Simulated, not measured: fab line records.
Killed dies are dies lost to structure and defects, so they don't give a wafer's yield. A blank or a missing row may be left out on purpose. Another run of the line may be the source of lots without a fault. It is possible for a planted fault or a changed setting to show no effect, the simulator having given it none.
fab line records    flow sky130
[record] lots = 12  wafers = 36  last-day = 50
route steps=708 shown SD_P@329 SD_N@356 LI_CONTACT@374
lots that met no fault: taken from a fault-free run of the same line
start-h: the number of hours between the record's first day and the start of the first shown wafer of the lot    wait-h: how many hours have passed since the lot's step before this one    " unchanged from the row above    L1.1+2: one row covering several wafers at once    - no value, or no start was given    * or withheld: withheld    < > ~ a bound
route shown NAME@n: a module of which the file shows steps, and the number in the route of the first    usual: the fault-free wafers' mean and standard deviation    same: alike in all rows    chamber/n: place in a boat    sites: the reading at each site    _std_site: the standard deviation of these    _edge_site: mean of outer sites minus mean of inner sites    radius-mm: for every site, how far away it sits from the centre of the wafer    mask NAME#n: copy n    behind: tool/chamber where the wafer was last shaped    hold: cause of the lot's hold/its duration in hours/its outcome    device: the n, p or np transistor that did not switch    end of line: at the end of the route, the tests of the same wafers    for a step that has no rows: nothing shown but its recipe    killed: count of dies lost to structure and defects at first sort (not the wafer's yield)    map: a wafer's dies, x killed, . not, _ none there
set.NAME: the run value of the setting; set.NAME@STEP: its run value at that earlier step    model.NAME: the simulator's own value behind a step, which no gauge read
the route's steps for a sample of lots (tables are steps, rows are wafers)
services: the hour from which a tool's chamber was out of use, counted from the record's first day as start-h (under 0 if before that day), plus the number of hours and why
[[steps]]
[step SKY_SD_P_IMPLANT_09]
[recipe] species = BF2  energy-kev = 20  dose-cm2 = 3e+15  tilt-deg = 0
[usual] beam-energy-keV = 20.001/0.0059  tilt-deg = -0.001/0.017
lot.wafer  tool          chamber  start-h  wait-h  beam-energy-keV  tilt-deg
L325.2     implanter-01  0        587.34   0.0     20.006           0.001
L325.5     "             0        "        "       20.004           0.015
L325.6     "             0        "        "       19.995           0.007
L329.2     implanter-02  0        623.84   0.0     20.259           0.014
L329.4     "             0        "        "       20.250           0.007
L329.6     "             0        "        "       20.257           -0.014
L331.1     implanter-02  0        643.40   0.0     20.250           0.005
L331.2     "             0        "        "       20.251           -0.031
L331.4     "             0        "        "       20.246           -0.010
L333.1     implanter-04  0        654.26   0.0     20.001           0.012
L333.5     "             0        "        "       20.002           -0.028
L333.6     "             0        "        "       19.996           -0.011
L337.3     implanter-01  0        696.95   0.1     20.005           -0.030
L337.5     "             0        "        "       20.002           0.002
L337.6     "             0        "        "       20.000           -0.008
L338.1     implanter-02  0        705.45   0.0     20.004           -0.003
L338.5     "             0        "        "       19.998           0.006
L338.6     "             0        "        "       20.004           0.006
L341.1     implanter-02  0        727.15   0.0     20.007           -0.028
L341.4     "             0        "        "       20.005           -0.002
L341.6     "             0        "        "       20.005           -0.027
L342.2     implanter-02  0        731.09   0.0     19.997           -0.001
L342.3     "             0        "        "       19.997           -0.031
L342.5     "             0        "        "       19.997           -0.003
L344.3     implanter-02  0        748.25   0.1     19.993           0.022
L344.4     "             0        "        "       19.998           0.028
L344.6     "             0        "        "       20.009           0.003
L346.1     implanter-04  0        759.66   0.0     19.993           0.005
L346.4     "             0        "        "       19.995           0.001
L346.5     "             0        "        "       19.992           -0.031
L347.1     implanter-02  0        764.26   0.0     20.007           -0.010
L347.2     "             0        "        "       20.005           -0.011
L347.5     "             0        "        "       20.006           0.018
L348.3     implanter-02  0        771.71   0.1     20.012           -0.007
L348.5     "             0        "        "       20.003           0.021
L348.6     "             0        "        "       20.005           0.006
[step SKY_SD_N_RTA_14]
[recipe] temp-c = 1075  time-s = 2  idle-temp-c = 650  ramp-up-c-per-s = 150  ramp-down-c-per-s = 90  ambient = N2
[usual] lamp-power-pct = 15.74/0.05  wafer_temp_C_max = 1078.0/1.4
lot.wafer  tool           chamber  start-h  wait-h  lamp-power-pct  wafer_temp_C_max
L325.2     rtp-anneal-01  0        646.00   0.0     15.72           1076.2
L325.5     "              0        "        "       15.72           1077.8
L325.6     "              0        "        "       15.66           1077.4
L329.2     rtp-anneal-01  0        680.68   0.0     15.76           1077.2
L329.4     "              0        "        "       15.81           1077.1
L329.6     "              0        "        "       15.69           1077.9
L331.1     rtp-anneal-01  0        699.14   0.0     15.76           1077.4
L331.2     "              0        "        "       15.72           1078.0
L331.4     "              0        "        "       15.62           1078.9
L333.1     rtp-anneal-01  0        711.97   0.0     15.82           1076.9
L333.5     "              0        "        "       15.73           1077.8
L333.6     "              0        "        "       15.70           1079.7
L337.3     rtp-anneal-01  0        753.04   0.0     15.72           1077.8
L337.5     "              0        "        "       15.66           1077.2
L337.6     "              0        "        "       15.72           1077.7
L338.1     rtp-anneal-02  0        760.51   0.0     15.72           1079.5
L338.5     "              0        "        "       15.76           1078.3
L338.6     "              0        "        "       15.64           1077.3
L341.1     rtp-anneal-01  0        781.67   0.0     15.82           1078.8
L341.4     "              0        "        "       15.64           1079.1
L341.6     "              0        "        "       15.77           1078.1
L342.2     rtp-anneal-02  0        785.53   0.0     15.80           1077.3
L342.3     "              0        "        "       15.74           1077.9
L342.5     "              0        "        "       15.74           1077.8
L344.3     rtp-anneal-02  0        802.26   0.0     15.76           1077.7
L344.4     "              0        "        "       15.68           1078.1
L344.6     "              0        "        "       15.78           1077.9
L346.1     rtp-anneal-02  0        813.52   0.0     15.77           1076.4
L346.4     "              0        "        "       15.72           1078.2
L346.5     "              0        "        "       15.72           1078.8
L347.1     rtp-anneal-01  0        819.09   0.0     15.69           1078.3
L347.2     "              0        "        "       15.75           1078.0
L347.5     "              0        "        "       15.76           1076.8
L348.3     rtp-anneal-02  0        825.24   0.0     15.68           1078.1
L348.5     "              0        "        "       15.72           1078.8
L348.6     "              0        "        "       15.74           1076.7
[step SKY_SD_N_RS_MEAS_17]
[recipe] thk-meas-gauge = four-point-probe
[usual] SD_P_RS = 147.0/0.34
lot.wafer  tool           chamber  start-h  wait-h  SD_P_RS[ohm/sq]
L325.2     film-metro-01  -        646.30   0.1     146.7
L325.5     "              -        "        "       146.5
L325.6     "              -        "        "       147.0
L329.2     film-metro-04  -        680.99   0.1     145.6
L329.4     "              -        "        "       146.4
L329.6     "              -        "        "       146.1
L331.1     film-metro-04  -        699.43   0.1     146.2
L331.2     "              -        "        "       146.3
L331.4     "              -        "        "       146.1
L333.1     film-metro-04  -        712.27   0.1     146.6
L333.5     "              -        "        "       146.4
L333.6     "              -        "        "       146.4
L337.3     film-metro-02  -        753.35   0.1     146.9
L337.5     "              -        "        "       147.1
L337.6     "              -        "        "       146.8
L338.1     film-metro-04  -        760.80   0.1     146.6
L338.5     "              -        "        "       147.0
L338.6     "              -        "        "       147.2
L341.1     film-metro-01  -        781.97   0.1     146.7
L341.4     "              -        "        "       147.0
L341.6     "              -        "        "       146.4
L342.2     film-metro-02  -        785.83   0.1     146.7
L342.3     "              -        "        "       146.5
L342.5     "              -        "        "       146.7
L344.3     film-metro-01  -        802.57   0.1     146.7
L344.4     "              -        "        "       146.8
L344.6     "              -        "        "       146.6
L346.1     film-metro-02  -        813.82   0.1     147.6
L346.4     "              -        "        "       147.7
L346.5     "              -        "        "       147.9
L347.1     film-metro-04  -        819.39   0.1     146.8
L347.2     "              -        "        "       146.9
L347.5     "              -        "        "       146.6
L348.3     film-metro-04  -        825.55   0.1     147.4
L348.5     "              -        "        "       147.4
L348.6     "              -        "        "       147.4
[step SKY_LI_CONTACT_CD_MEAS_12]
[recipe] target-cd-nm = 170
[usual] cd-nm = 169.9/1.4
lot.wafer  tool       chamber  start-h  wait-h  cd-nm
L325.2     cd-sem-01  -        674.89   -       169.7
L325.5     "          -        "        "       171.2
L325.6     "          -        "        "       169.7
L329.2     cd-sem-01  -        709.34   -       168.1
L329.4     "          -        "        "       169.8
L329.6     "          -        "        "       170.3
L331.1     cd-sem-01  -        728.50   -       166.5
L331.2     "          -        "        "       167.1
L331.4     "          -        "        "       168.8
L333.1     cd-sem-01  -        739.77   -       170.8
L333.5     "          -        "        "       171.7
L333.6     "          -        "        "       169.7
L337.3     cd-sem-02  -        780.71   -       169.7
L337.5     "          -        "        "       171.1
L337.6     "          -        "        "       169.9
L338.1     cd-sem-01  -        788.45   -       169.5
L338.5     "          -        "        "       168.8
L338.6     "          -        "        "       169.6
L341.1     cd-sem-02  -        809.30   -       170.9
L341.4     "          -        "        "       172.9
L341.6     "          -        "        "       171.8
L342.2     cd-sem-01  -        813.54   -       167.8
L342.3     "          -        "        "       169.5
L342.5     "          -        "        "       168.6
L344.3     cd-sem-01  -        830.41   -       167.4
L344.4     "          -        "        "       168.6
L344.6     "          -        "        "       168.3
L346.1     cd-sem-01  -        840.67   -       167.6
L346.4     "          -        "        "       169.2
L346.5     "          -        "        "       168.6
L347.1     cd-sem-01  -        846.94   -       170.5
L347.2     "          -        "        "       170.6
L347.5     "          -        "        "       171.2
L348.3     cd-sem-02  -        852.70   -       168.9
L348.5     "          -        "        "       170.3
L348.6     "          -        "        "       169.0
[step SKY_LI_CONTACT_ETCH_14]
[recipe] chemistry = N2/H2  target = BARC  ion-energy-ev = 200  source-w = 500  bias-w = 100  pressure-mtorr = 30  n2-flow-sccm = 100  h2-flow-sccm = 200  stop-on = SiO2  time-s = 45.9  target-depth-a = 600
[usual] drypump-motor-current-A = 5.8/0.5  n2-flow-sccm = 100.0/0.3  oes-product-au = 0.854/0.0045  throttle-valve-pct = 13.226/0.0084
lot.wafer  tool         chamber  start-h  wait-h  drypump-motor-current-A  n2-flow-sccm  oes-product-au  rf-hours-counter-h  throttle-valve-pct
L325.2     rie-diel-04  0        675.03   0.0     5.6                      99.9          0.853           8                   13.224
L325.5     "            0        "        "       5.6                      99.9          0.858           -                   13.233
L325.6     "            1        "        "       6.1                      99.8          0.853           -                   13.227
L329.2     rie-diel-04  0        709.48   0.0     5.6                      100.6         0.860           9                   13.220
L329.4     "            2        "        "       5.3                      99.9          0.853           47                  13.235
L329.6     "            1        "        "       6.1                      99.8          0.857           -                   13.229
L331.1     rie-diel-03  2        728.66   0.0     5.1                      100.3         0.857           14                  13.215
L331.2     "            1        "        "       5.8                      100.0         0.848           9                   13.232
L331.4     "            3        "        "       4.6                      100.3         0.858           22                  13.232
L333.1     rie-diel-02  3        739.93   0.0     6.0                      100.1         0.850           38                  13.227
L333.5     "            1        "        "       5.9                      99.5          0.856           -                   13.230
L333.6     "            2        "        "       5.8                      100.3         0.851           -                   13.230
L337.3     rie-diel-02  3        780.83   0.0     6.0                      100.1         0.848           0                   13.233
L337.5     "            2        "        "       5.8                      100.3         0.859           -                   13.225
L337.6     "            3        "        "       6.0                      100.2         0.851           -                   13.233
L338.1     rie-diel-02  3        788.61   0.0     6.0                      100.3         0.850           0                   13.229
L338.5     "            2        "        "       5.8                      100.0         0.846           -                   13.228
L338.6     "            1        "        "       5.9                      99.6          0.850           -                   13.222
L341.1     rie-diel-04  3        809.46   0.0     6.6                      99.9          0.852           14                  13.227
L341.4     "            2        "        "       5.3                      99.2          0.859           2                   13.221
L341.6     "            3        "        "       6.5                      100.1         0.856           -                   13.222
L342.2     rie-diel-02  3        813.68   0.0     6.0                      99.7          0.857           1                   13.228
L342.3     "            2        "        "       5.8                      100.2         0.849           5                   13.224
L342.5     "            3        "        "       6.0                      100.1         0.852           -                   13.230
L344.3     rie-diel-03  1        830.53   0.0     5.8                      100.2         0.856           12                  13.232
L344.4     "            1        "        "       5.8                      100.4         0.854           -                   13.215
L344.6     "            0        "        "       6.6                      100.1         0.850           -                   13.234
L346.1     rie-diel-03  2        840.83   0.0     5.1                      100.3         0.848           17                  13.214
L346.4     "            1        "        "       5.8                      99.9          0.851           12                  13.216
L346.5     "            2        "        "       5.1                      99.9          0.853           -                   13.217
L347.1     rie-diel-04  0        847.10   0.0     5.6                      100.2         0.850           14                  13.232
L347.2     "            3        "        "       6.6                      100.6         0.858           16                  13.228
L347.5     "            0        "        "       5.6                      100.0         0.846           -                   13.221
L348.3     rie-diel-02  2        852.81   0.0     5.8                      99.7          0.854           6                   13.220
L348.5     "            2        "        "       5.8                      100.1         0.852           -                   13.226
L348.6     "            0        "        "       6.0                      100.2         0.856           -                   13.227
[[services]]
tool           chamber  start-h  hours  kind
rie-diel-04    1        573.22   14.5   repair
implanter-02   -        590.57   3.6    pm
rie-diel-03    0        594.94   2.6    repair
rie-diel-02    2        626.94   1.5    repair
rie-diel-02    -        665.56   14.6   pm
rie-diel-02    1        680.55   2.2    repair
rtp-anneal-02  -        694.20   5.2    pm
implanter-04   -        696.99   2.2    pm
implanter-04   -        706.32   2.4    repair
rie-diel-02    0        708.62   7.3    repair
rie-diel-02    0        731.99   9.0    repair
rie-diel-04    3        735.90   7.5    repair
rie-diel-03    2        743.35   11.7   repair
implanter-04   -        743.51   1.9    repair
rie-diel-02    3        762.07   3.1    repair
rie-diel-04    1        779.01   6.4    repair
implanter-01   -        788.02   6.3    repair
rie-diel-04    -        788.21   0.8    repair
implanter-04   -        795.10   5.6    pm
implanter-04   -        809.70   4.9    pm
implanter-02   -        813.96   6.1    repair
rie-diel-03    3        826.75   6.9    repair
implanter-01   -        837.99   4.8    repair
rie-diel-02    3        851.93   4.7    repair
[[key]]
[first-sign] step = SKY_SD_P_IMPLANT_09  reading = beam-energy-keV  direction = up  sigmas = 42  usual = *  struck = *
[effect] step = SKY_SD_N_RS_MEAS_17  reading = SD_P_RS  direction = down  sigmas = 2.5  usual = 147.0  struck = 146.1
met-at SKY_SD_P_IMPLANT_09
struck-lots L329,L331
tester-left-out L329,L331
not-acting-at SKY_SD_N_RTA_14,SKY_LI_CONTACT_CD_MEAS_12,SKY_LI_CONTACT_ETCH_14
[fault] kind = process-parameter-drift  tool = implanter-02  chamber = -  onset-h = 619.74  steps = SKY_SD_P_IMPLANT_09  channel = energy-kev  offset = *  shape = step  end-h = 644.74  acts-in = *  stated = *
// tester-left-out: of these lots the tester's yield and bins aren't shown, on N5 and GAA mostly nor the transistor test; their killed dies are dies lost to structure and defects alone, not to doping, threshold or leakage, so they don't give the yield
